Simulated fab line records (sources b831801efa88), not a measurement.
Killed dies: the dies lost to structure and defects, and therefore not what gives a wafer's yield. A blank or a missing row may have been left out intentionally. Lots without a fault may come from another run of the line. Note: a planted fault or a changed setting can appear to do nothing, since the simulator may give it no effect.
Which of the tools did it?    flow gf180mcu    14 lots with 42 wafers sampled at 4 steps, on a route of 602 steps

## WHAT EACH GAUGE READ, for each wafer
GF_M4_RS_MEAS_05: measurement is done with a four-point probe.
lot   measured      on            M4_ALCU_RS (ohm/sq)
L308  day 22 07:53  filmMetro-02  0.0696 0.0684 0.0699
L309  day 22 19:09  filmMetro-04  0.0699 0.0701 0.0704
L311  day 23 13:34  filmMetro-02  0.0683 0.0683 0.0694
L312  day 23 22:01  filmMetro-02  0.0688 0.0697 0.0693
L313  day 24 06:09  filmMetro-04  0.0688 0.0700 0.0691
L314  day 24 12:00  filmMetro-04  0.0699 0.0690 0.0686
L323  day 27 12:06  filmMetro-02  0.0713 0.0706 0.0704
L324  day 27 23:49  filmMetro-02  0.0695 0.0694 0.0694
L326  day 28 12:35  filmMetro-04  0.0694 0.0694 0.0695
L327  day 28 18:28  filmMetro-04  0.0711 0.0709 0.0715
L328  day 29 00:04  filmMetro-04  0.0691 0.0695 0.0694
L329  day 29 07:11  filmMetro-02  0.0694 0.0707 0.0701
L330  day 29 12:18  filmMetro-04  0.0683 0.0680 0.0690
L331  day 29 18:46  filmMetro-04  0.0708 0.0704 0.0714

GF_M4_CD_MEAS_14: target cd 280 nm.
lot   measured      on        cdNm (nm)
L308  day 23 07:10  cdSem-02  282.7 281.1 282.0
L309  day 23 18:02  cdSem-02  280.8 278.9 280.4
L311  day 24 12:11  cdSem-02  279.9 282.3 281.9
L312  day 24 20:46  cdSem-02  279.1 278.4 279.2
L313  day 25 04:01  cdSem-02  - - -
L314  day 25 09:35  cdSem-02  - - -
L323  day 28 06:58  cdSem-01  279.1 279.7 279.8
L324  day 28 19:47  cdSem-02  279.2 278.6 278.5
L326  day 29 07:29  cdSem-02  278.7 278.6 279.3
L327  day 29 13:41  cdSem-02  279.7 280.2 278.3
L328  day 29 19:23  cdSem-01  280.4 279.9 280.2
L329  day 30 01:55  cdSem-02  281.0 280.5 280.2
L330  day 30 06:55  cdSem-02  280.9 279.4 279.1
L331  day 30 13:00  cdSem-02  280.9 281.1 280.5

## WHICH TOOL RAN EACH LOT (tool, then ch and the chambers of the sampled wafers, then the start)
lot   GF_V3_STRIP_18                       GF_M4_DEVELOP_13
L308  plasmaAsher-04 ch 0, day 22 06:26    lithoTrack-03 ch 0, day 23 07:01
L309  plasmaAsher-04 ch 0,1, day 22 17:42  lithoTrack-03 ch 0, day 23 17:53
L311  plasmaAsher-04 ch 0,1, day 23 12:05  lithoTrack-02 ch 0, day 24 12:04
L312  plasmaAsher-04 ch 0, day 23 20:32    lithoTrack-03 ch 0, day 24 20:37
L313  plasmaAsher-04 ch 0,1, day 24 04:32  lithoTrack-03, day 25 03:52
L314  plasmaAsher-03 ch 0,1, day 24 10:12  lithoTrack-03, day 25 09:26
L323  plasmaAsher-02 ch 0,1, day 27 10:38  lithoTrack-03 ch 0, day 28 06:49
L324  plasmaAsher-03 ch 0,1, day 27 22:22  lithoTrack-03 ch 0, day 28 19:38
L326  plasmaAsher-02 ch 0,1, day 28 11:04  lithoTrack-03 ch 0, day 29 07:20
L327  plasmaAsher-03 ch 0,1, day 28 16:49  lithoTrack-03 ch 0, day 29 13:32
L328  plasmaAsher-02 ch 0,1, day 28 22:38  lithoTrack-01 ch 0, day 29 19:14
L329  plasmaAsher-04 ch 0,1, day 29 05:44  lithoTrack-03 ch 0, day 30 01:46
L330  plasmaAsher-03 ch 0,1, day 29 10:50  lithoTrack-03 ch 0, day 30 06:46
L331  plasmaAsher-04 ch 0,1, day 29 17:17  lithoTrack-01 ch 0, day 30 12:52
- GF_V3_STRIP_18: strips in O2/N2.
- GF_M4_DEVELOP_13: develop time 60 s.

## WHAT THE TOOLS THEMSELVES READ (means of the sampled wafers that have a number; where no wafer has one, the mark that the record gives instead)
GF_V3_STRIP_18.
lot   tool            drypumpMotorCurrentA (A)  heaterPowerW (W)  n2FlowSccm (sccm)  o2FlowSccm (sccm)  oesProductAu (a.u.)
L308  plasmaAsher-04  5.9                       326               300.7              2988               0.592
L309  plasmaAsher-04  6.0                       331               299.9              3008               0.587
L311  plasmaAsher-04  6.0                       340               300.0              3004               0.589
L312  plasmaAsher-04  5.9                       319               300.6              2993               0.598
L313  plasmaAsher-04  6.0                       336               299.4              2998               0.597
L314  plasmaAsher-03  5.3                       324               299.2              3007               0.596
L323  plasmaAsher-02  5.7                       335               299.8              3003               0.595
L324  plasmaAsher-03  5.7                       347               300.0              3007               0.597
L326  plasmaAsher-02  5.7                       332               300.2              2997               0.583
L327  plasmaAsher-03  5.7                       349               300.0              2988               0.598
L328  plasmaAsher-02  5.5                       330               300.2              3005               0.594
L329  plasmaAsher-04  6.0                       331               300.1              3003               0.597
L330  plasmaAsher-03  5.7                       346               299.7              3005               0.595
L331  plasmaAsher-04  6.0                       340               299.5              2997               0.595

GF_M4_DEVELOP_13.
lot   tool           chillPlateTempC (C)
L308  lithoTrack-03  23.04
L309  lithoTrack-03  23.03
L311  lithoTrack-02  23.01
L312  lithoTrack-03  23.01
L313  lithoTrack-03  -
L314  lithoTrack-03  -
L323  lithoTrack-03  22.95
L324  lithoTrack-03  22.91
L326  lithoTrack-03  22.96
L327  lithoTrack-03  22.86
L328  lithoTrack-01  23.12
L329  lithoTrack-03  22.96
L330  lithoTrack-03  22.92
L331  lithoTrack-01  23.00

## THE ANSWER, worked out from the rows above alone
Rule: what is usual is taken from the lots themselves. The widest of any qualifying gaps counts: lots, ordered by their means at a reading, are off when they make up no more than a third of the lots, leave a main group of 4 or more, and stand apart from it by 3 or more times the standard deviation of that group's means. A main group whose means are all the same, to the digits that the tables above print for the reading, isn't used. Also off: a lot with no number at a reading for which 4 or more lots have one. All remaining lots with rows at the step are treated as sound. The gauges are gone through in route order, then the tools' own readings, and for those a lot's mean is taken as printed above. At the first step where some lot is off, the reading lying furthest off is the one used; lots without a number count as furthest.
Off: L313, L314, at GF_M4_CD_MEAS_14 (cdNm). Without a number there: L313, L314. The main group has a mean of 280.0 nm with a standard deviation of 0.97.
A tool fits if, at a process step before that reading, it ran every lot that is off, and no sound lot after the first of them. Not tried: the gauges at GF_M4_CD_MEAS_14; whatever is off there is also off at GF_M4_DEVELOP_13, on other tools, and gauge error can't account for it. No candidate that was tried fits.

## WHAT WAS PUT IN BY THE SIMULATOR
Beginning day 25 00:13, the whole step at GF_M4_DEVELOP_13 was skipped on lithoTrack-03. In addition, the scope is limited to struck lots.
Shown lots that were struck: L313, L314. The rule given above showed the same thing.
